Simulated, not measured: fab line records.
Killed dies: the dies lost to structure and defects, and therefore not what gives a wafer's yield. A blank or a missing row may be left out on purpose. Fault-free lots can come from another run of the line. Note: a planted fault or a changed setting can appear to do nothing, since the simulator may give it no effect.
fab line records | flow sky130
record lots=15 | wafers=45 | lastDay=50
route steps=708 shown FIELD_ISO@2 PWDE@52 VT_ADJUST_HVTP@95 VT_ADJUST_LVTN@104
lots with no fault: from the same line, run without faults
startH: start of the lot's first displayed wafer, in hours after the record's first day | waitH: hours elapsed since this lot's preceding step | " as in the row above | L1.1+2: several wafers, shown together as one row | - no value present, or no start provided | * or withheld: withheld | < > ~ a bound
route shown NAME@n: a module of which the file shows steps, and the number in the route of the first | usual: average and standard deviation across the fault-free wafers | same: alike in all rows | chamber/n: place in a boat | sites: readings site by site | _std_site: their standard deviation | _edge_site: the outer-site mean with the inner-site mean subtracted | radiusMm: how far each site lies from the wafer's centre | mask NAME#n: copy n | behind: the last tool/chamber to shape the wafer | hold: reason for holding the lot/hours on hold/outcome of the hold | device: which transistor (n, p or np) failed to switch | end of line: the same wafers' tests at the end of the route | a step given without rows: its recipe and nothing more | killed: not the wafer's yield, but the dies lost to structure and defects at the first sort | map: shows each die of a wafer: x if killed, . if not, _ if none is there
set.NAME: setting as actually run; set.NAME@STEP: the setting as run at that earlier step | model.NAME: the simulator's own value behind a step, which no gauge read
route steps across a sampled set of lots; one table per step, one row per wafer
services: from which hour (startH, from the record's first day; less than 0 if before it) a tool's chamber was out of use, for how many hours, and why
## steps
# step SKY_FIELD_ISO_OXIDATION_01
# recipe tempC=900 | ambient=O2 | stabiliseS=600 | purgeS=300 | targetThkA=120 | oxTimeS=1843
# usual oxTempC=900.0/0.42 | oxTempCMax=904.6/0.85 | oxTimeS=1843/0 | spikeTcBottomC=917.9/2.2 | zonePowerLowerPct=18.7/0.32
lot.wafer | tool       | chamber | startH | waitH | oxTempC | oxTempCMax | oxTimeS | spikeTcBottomC | zonePowerLowerPct
L716.3    | furnace-02 | 0       | 10.12  | 0.1   | 899.3   | 903.7      | 1843    | 920.9          | 19.2
L716.5    | "          | 0       | "      | "     | 900.1   | 904.6      | 1843    | 919.3          | 19.0
L716.6    | "          | 0       | "      | "     | 899.3   | 904.7      | 1843    | 921.6          | 19.1
L717.1    | furnace-01 | 0       | 15.14  | 0.1   | 899.9   | 903.9      | 1843    | 915.2          | 18.3
L717.3    | "          | 0       | "      | "     | 899.4   | 903.1      | 1843    | 917.4          | 18.5
L717.6    | "          | 0       | "      | "     | 900.3   | 904.2      | 1843    | 916.9          | 18.6
L718.2    | furnace-02 | 0       | 21.68  | 1.6   | 900.1   | 905.0      | 1843    | 920.3          | 18.9
L718.4    | "          | 0       | "      | "     | 900.3   | 905.6      | 1843    | 921.4          | 19.0
L718.5    | "          | 0       | "      | "     | 900.5   | 905.1      | 1843    | 920.9          | 19.2
L720.2    | furnace-02 | 0       | 30.29  | 0.3   | 899.8   | 903.6      | 1843    | 920.0          | 18.9
L720.4    | "          | 0       | "      | "     | 899.9   | 905.2      | 1843    | 919.6          | 18.8
L720.6    | "          | 0       | "      | "     | 899.5   | 903.9      | 1843    | 920.2          | 19.3
L721.2    | furnace-01 | 0       | 35.12  | 0.1   | 900.3   | 905.4      | 1843    | 914.6          | 18.4
L721.4    | "          | 0       | "      | "     | 900.0   | 904.4      | 1843    | 915.6          | 18.6
L721.6    | "          | 0       | "      | "     | 899.9   | 903.6      | 1843    | 916.8          | 18.3
L722.1    | furnace-01 | 0       | 40.12  | 0.1   | 899.6   | 903.7      | 1843    | 915.9          | 18.9
L722.2    | "          | 0       | "      | "     | 900.1   | 905.0      | 1843    | 916.9          | 18.6
L722.3    | "          | 0       | "      | "     | 899.7   | 904.4      | 1843    | 915.4          | 18.4
L725.2    | furnace-01 | 0       | 55.61  | 0.6   | 900.1   | 904.6      | 1843    | 915.7          | 18.3
L725.3    | "          | 0       | "      | "     | 900.4   | 904.1      | 1843    | 916.9          | 18.7
L725.6    | "          | 0       | "      | "     | 899.8   | 903.8      | 1843    | 915.9          | 18.8
L730.3    | furnace-02 | -       | 80.86  | 0.8   | -       | -          | -       | -              | -
L730.5    | "          | -       | "      | "     | -       | -          | -       | -              | -
L730.6    | "          | -       | "      | "     | -       | -          | -       | -              | -
L731.1    | furnace-01 | -       | 86.06  | 1.0   | -       | -          | -       | -              | -
L731.2    | "          | -       | "      | "     | -       | -          | -       | -              | -
L731.3    | "          | -       | "      | "     | -       | -          | -       | -              | -
L732.1    | furnace-01 | -       | 90.46  | 0.4   | -       | -          | -       | -              | -
L732.2    | "          | -       | "      | "     | -       | -          | -       | -              | -
L732.5    | "          | -       | "      | "     | -       | -          | -       | -              | -
L734.2    | furnace-02 | 0       | 102.08 | 2.0   | 900.2   | 904.3      | 1843    | 920.7          | 18.7
L734.4    | "          | 0       | "      | "     | 899.6   | 905.0      | 1843    | 921.0          | 19.1
L734.5    | "          | 0       | "      | "     | 899.9   | 904.0      | 1843    | 919.6          | 19.0
L735.1    | furnace-02 | 0       | 106.16 | 1.1   | 899.6   | 903.5      | 1843    | 920.8          | 19.1
L735.2    | "          | 0       | "      | "     | 900.4   | 904.2      | 1843    | 920.2          | 19.1
L735.6    | "          | 0       | "      | "     | 899.9   | 903.7      | 1843    | 918.4          | 18.9
L736.1    | furnace-02 | 0       | 111.69 | 1.7   | 900.9   | 906.4      | 1843    | 919.4          | 19.0
L736.5    | "          | 0       | "      | "     | 900.0   | 905.5      | 1843    | 920.3          | 19.2
L736.6    | "          | 0       | "      | "     | 899.9   | 904.2      | 1843    | 918.3          | 19.1
L738.1    | furnace-01 | 0       | 120.32 | 0.3   | 900.2   | 904.6      | 1843    | 915.6          | 18.5
L738.2    | "          | 0       | "      | "     | 899.5   | 904.4      | 1843    | 915.7          | 18.6
L738.4    | "          | 0       | "      | "     | 899.9   | 904.7      | 1843    | 915.8          | 18.3
L739.4    | furnace-01 | 0       | 125.12 | 0.0   | 900.4   | 904.8      | 1843    | 916.3          | 18.8
L739.5    | "          | 0       | "      | "     | 900.4   | 904.8      | 1843    | 916.2          | 18.4
L739.6    | "          | 0       | "      | "     | 900.8   | 905.4      | 1843    | 915.6          | 18.6
# step SKY_PWDE_OVL_MEAS_07
# usual PWDE_OVL=1.1/1.2
lot.wafer | tool       | chamber | startH | waitH | PWDE_OVL[nm]
L716.3    | overlay-01 | -       | 65.39  | -     | 0.4
L716.5    | "          | -       | "      | "     | -0.2
L716.6    | "          | -       | "      | "     | -1.5
L717.1    | overlay-01 | -       | 70.77  | -     | 0.1
L717.3    | "          | -       | "      | "     | 0.2
L717.6    | "          | -       | "      | "     | -0.5
L718.2    | overlay-01 | -       | 77.28  | -     | 2.9
L718.4    | "          | -       | "      | "     | 3.5
L718.5    | "          | -       | "      | "     | 3.2
L720.2    | overlay-02 | -       | 105.49 | -     | 2.8
L720.4    | "          | -       | "      | "     | 1.7
L720.6    | "          | -       | "      | "     | 2.8
L722.1    | overlay-01 | -       | 113.77 | -     | 1.5
L722.2    | "          | -       | "      | "     | 0.9
L722.3    | "          | -       | "      | "     | 2.5
L721.2    | overlay-01 | -       | 114.48 | -     | 2.0
L721.4    | "          | -       | "      | "     | -0.2
L721.6    | "          | -       | "      | "     | 2.9
L725.2    | overlay-02 | -       | 123.14 | -     | -1.5
L725.3    | "          | -       | "      | "     | 0.8
L725.6    | "          | -       | "      | "     | 1.0
L734.2    | overlay-01 | -       | 173.34 | -     | 1.1
L734.4    | "          | -       | "      | "     | -0.2
L734.5    | "          | -       | "      | "     | -0.2
L735.1    | overlay-02 | -       | 174.98 | -     | 2.4
L735.2    | "          | -       | "      | "     | 3.6
L735.6    | "          | -       | "      | "     | 1.7
L736.1    | overlay-01 | -       | 180.18 | -     | 0.8
L736.5    | "          | -       | "      | "     | -0.9
L736.6    | "          | -       | "      | "     | -1.6
L738.1    | overlay-01 | -       | 196.93 | -     | 0.0
L738.2    | "          | -       | "      | "     | 0.5
L738.4    | "          | -       | "      | "     | 0.5
L739.4    | overlay-02 | -       | 198.09 | -     | -1.1
L739.5    | "          | -       | "      | "     | 0.1
L739.6    | "          | -       | "      | "     | -0.4
# step SKY_VT_ADJUST_HVTP_STRIP_10
# recipe chemistry=O2/N2 | powerW=1400 | pressureMtorr=1500 | platenTempC=withheld | o2FlowSccm=3000 | n2FlowSccm=300 | overashFraction=0.5
# usual drypumpMotorCurrentA=5.82/0.28 | oesProductAu=0.716/0.0043 | stripTimeToEndpointS=14.17/0.042
lot.wafer | tool           | chamber | startH | waitH | drypumpMotorCurrentA | oesProductAu | rfHoursCounterH | stripTimeToEndpointS
L716.3    | plasmaAsher-02 | 1       | 119.97 | 0.1   | 5.73                 | 0.715        | -               | 14.20
L716.5    | "              | 0       | "      | "     | 5.89                 | 0.709        | -               | 14.18
L716.6    | "              | 1       | "      | "     | 5.72                 | 0.713        | -               | 14.17
L717.1    | plasmaAsher-01 | 0       | 125.94 | 0.1   | 6.31                 | 0.714        | 31              | 14.18
L717.3    | "              | 0       | "      | "     | 6.33                 | 0.707        | -               | 14.18
L717.6    | "              | 0       | "      | "     | 6.32                 | 0.710        | -               | 14.18
L718.2    | plasmaAsher-02 | 0       | 134.88 | 0.1   | 5.91                 | 0.716        | 41              | 14.20
L718.4    | "              | 1       | "      | "     | 5.71                 | 0.711        | -               | 14.28
L718.5    | "              | 0       | "      | "     | 5.89                 | 0.711        | -               | 14.25
L720.2    | plasmaAsher-04 | 0       | 165.98 | 0.1   | 5.72                 | 0.717        | 4               | 14.21
L720.4    | "              | 0       | "      | "     | 5.71                 | 0.708        | -               | 14.16
L720.6    | "              | 0       | "      | "     | 5.72                 | 0.715        | -               | 14.21
L722.1    | plasmaAsher-01 | 1       | 174.73 | 0.1   | 5.78                 | 0.716        | 36              | 14.24
L722.2    | "              | 0       | "      | "     | 6.32                 | 0.720        | 36              | 14.18
L722.3    | "              | 1       | "      | "     | 5.79                 | 0.714        | -               | 14.21
L721.2    | plasmaAsher-02 | 1       | 175.38 | 0.1   | 5.72                 | 0.713        | 45              | 14.19
L721.4    | "              | 0       | "      | "     | 5.88                 | 0.713        | -               | 14.18
L721.6    | "              | 0       | "      | "     | 5.87                 | 0.709        | -               | 14.15
L725.2    | plasmaAsher-01 | 0       | 184.28 | 0.1   | 6.31                 | 0.715        | 37              | 14.23
L725.3    | "              | 0       | "      | "     | 6.31                 | 0.717        | -               | 14.16
L725.6    | "              | 0       | "      | "     | 6.33                 | 0.719        | -               | 14.23
L734.2    | plasmaAsher-04 | 0       | 241.49 | 0.1   | 5.70                 | 0.725        | 11              | 14.19
L734.4    | "              | 1       | "      | "     | 5.31                 | 0.708        | -               | 14.19
L734.5    | "              | 1       | "      | "     | 5.30                 | 0.720        | -               | 14.15
L735.1    | plasmaAsher-01 | 1       | 245.09 | 0.1   | 5.81                 | 0.718        | 43              | 14.12
L735.2    | "              | 0       | "      | "     | 6.30                 | 0.723        | 43              | 14.11
L735.6    | "              | 0       | "      | "     | 6.33                 | 0.717        | -               | 14.10
L736.1    | plasmaAsher-04 | 0       | 250.68 | 0.1   | 5.70                 | 0.717        | 12              | 14.08
L736.5    | "              | 0       | "      | "     | 5.69                 | 0.713        | -               | 14.11
L736.6    | "              | 1       | "      | "     | 5.30                 | 0.721        | -               | 14.11
L738.1    | plasmaAsher-02 | 1       | 268.88 | 0.1   | 5.75                 | 0.716        | 55              | 14.23
L738.2    | "              | 0       | "      | "     | 5.90                 | 0.717        | 55              | 14.19
L738.4    | "              | 0       | "      | "     | 5.91                 | 0.702        | -               | 14.19
L739.4    | plasmaAsher-04 | 1       | 271.07 | 0.1   | 5.33                 | 0.717        | -               | 14.11
L739.5    | "              | 1       | "      | "     | 5.28                 | 0.719        | -               | 14.13
L739.6    | "              | 0       | "      | "     | 5.69                 | 0.720        | -               | 14.13
# step SKY_VT_ADJUST_LVTN_OVL_MEAS_07
# usual VT_ADJUST_LVTN_OVL=-1.5/1.4
lot.wafer | tool       | chamber | startH | waitH | VT_ADJUST_LVTN_OVL[nm]
L716.3    | overlay-01 | -       | 140.34 | -     | -2.0
L716.5    | "          | -       | "      | "     | -1.0
L716.6    | "          | -       | "      | "     | -2.7
L717.1    | overlay-02 | -       | 146.19 | -     | -2.9
L717.3    | "          | -       | "      | "     | -2.8
L717.6    | "          | -       | "      | "     | -1.9
L718.2    | overlay-02 | -       | 155.29 | -     | -2.4
L718.4    | "          | -       | "      | "     | -2.2
L718.5    | "          | -       | "      | "     | -1.8
L720.2    | overlay-02 | -       | 185.49 | -     | -2.9
L720.4    | "          | -       | "      | "     | -2.9
L720.6    | "          | -       | "      | "     | -2.1
L722.1    | overlay-02 | -       | 196.58 | -     | -1.6
L722.2    | "          | -       | "      | "     | -1.5
L722.3    | "          | -       | "      | "     | -3.3
L721.2    | overlay-01 | -       | 197.49 | -     | -2.1
L721.4    | "          | -       | "      | "     | -2.0
L721.6    | "          | -       | "      | "     | -1.9
L725.2    | overlay-01 | -       | 207.24 | -     | -1.0
L725.3    | "          | -       | "      | "     | 0.7
L725.6    | "          | -       | "      | "     | -0.6
L734.2    | overlay-01 | -       | 265.99 | -     | -2.0
L734.4    | "          | -       | "      | "     | -3.9
L734.5    | "          | -       | "      | "     | -3.1
L735.1    | overlay-01 | -       | 270.18 | -     | -3.0
L735.2    | "          | -       | "      | "     | -1.0
L735.6    | "          | -       | "      | "     | -2.0
L736.1    | overlay-01 | -       | 275.28 | -     | -0.3
L736.5    | "          | -       | "      | "     | -1.8
L736.6    | "          | -       | "      | "     | -2.9
L738.1    | overlay-01 | -       | 295.03 | -     | -1.3
L738.2    | "          | -       | "      | "     | 0.3
L738.4    | "          | -       | "      | "     | -1.0
L739.4    | overlay-01 | -       | 297.35 | -     | -0.1
L739.5    | "          | -       | "      | "     | 1.4
L739.6    | "          | -       | "      | "     | -1.9
## services
tool           | chamber | startH | hours | kind
plasmaAsher-01 | -       | -11.73 | 1.3   | repair
furnace-01     | -       | -2.75  | 2.8   | repair
furnace-01     | -       | 18.93  | 3.7   | pm
plasmaAsher-02 | -       | 67.79  | 2.8   | pm
plasmaAsher-02 | -       | 70.54  | 14.6  | pm
furnace-02     | -       | 94.08  | 3.6   | pm
furnace-01     | -       | 98.35  | 3.5   | pm
furnace-01     | -       | 102.79 | 3.7   | repair
plasmaAsher-04 | -       | 108.75 | 9.0   | pm
plasmaAsher-04 | 0       | 108.75 | 9.0   | ventCycle
plasmaAsher-04 | 1       | 108.75 | 9.0   | ventCycle
plasmaAsher-04 | 0       | 117.75 | -     | clean
plasmaAsher-04 | 1       | 117.75 | -     | clean
plasmaAsher-04 | -       | 184.22 | 1.3   | repair
furnace-01     | -       | 186.93 | 3.4   | pm
plasmaAsher-04 | -       | 207.64 | 2.8   | pm
furnace-01     | -       | 224.93 | 4.2   | repair
furnace-01     | -       | 234.79 | 9.1   | pm
plasmaAsher-01 | -       | 236.45 | 2.8   | pm
plasmaAsher-01 | -       | 251.44 | 28.1  | pm
plasmaAsher-04 | -       | 260.87 | 4.3   | pm
## key
firstSign step=SKY_FIELD_ISO_OXIDATION_01 | reading=toolRecord | direction=missing
effect none on later readings
metAt SKY_FIELD_ISO_OXIDATION_01
struckLots L730,L731,L732
laterRowsLeftOut L730.3,L730.5,L730.6,L731.1,L731.2,L731.3,L732.1,L732.2,L732.5
sortLeftOut L730.3,L730.5,L730.6,L731.1,L731.2,L731.3,L732.1,L732.2,L732.5
testerLeftOut L730,L731,L732
notActingAt SKY_PWDE_OVL_MEAS_07,SKY_VT_ADJUST_HVTP_STRIP_10,SKY_VT_ADJUST_LVTN_OVL_MEAS_07
onsetBetween 55.61 80.86
fault kind=skippedStepWhole | tool=furnace-01,furnace-02 | chamber=- | onsetH=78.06 | steps=SKY_FIELD_ISO_OXIDATION_01 | scope=struckLotsOnly
# testerLeftOut: of these lots the tester's yield and bins aren't shown, on N5 and GAA mostly nor the transistor test; their killed dies are dies lost to structure and defects alone, not to doping, threshold or leakage, so they don't give the yield
# sortLeftOut: the simulated sort isn't trusted on such a fault, so these wafers' sort isn't shown, and their yield isn't known
# laterRowsLeftOut: the simulator's readings of these wafers behind a module that went badly wrong aren't trusted and aren't shown, but for the sort
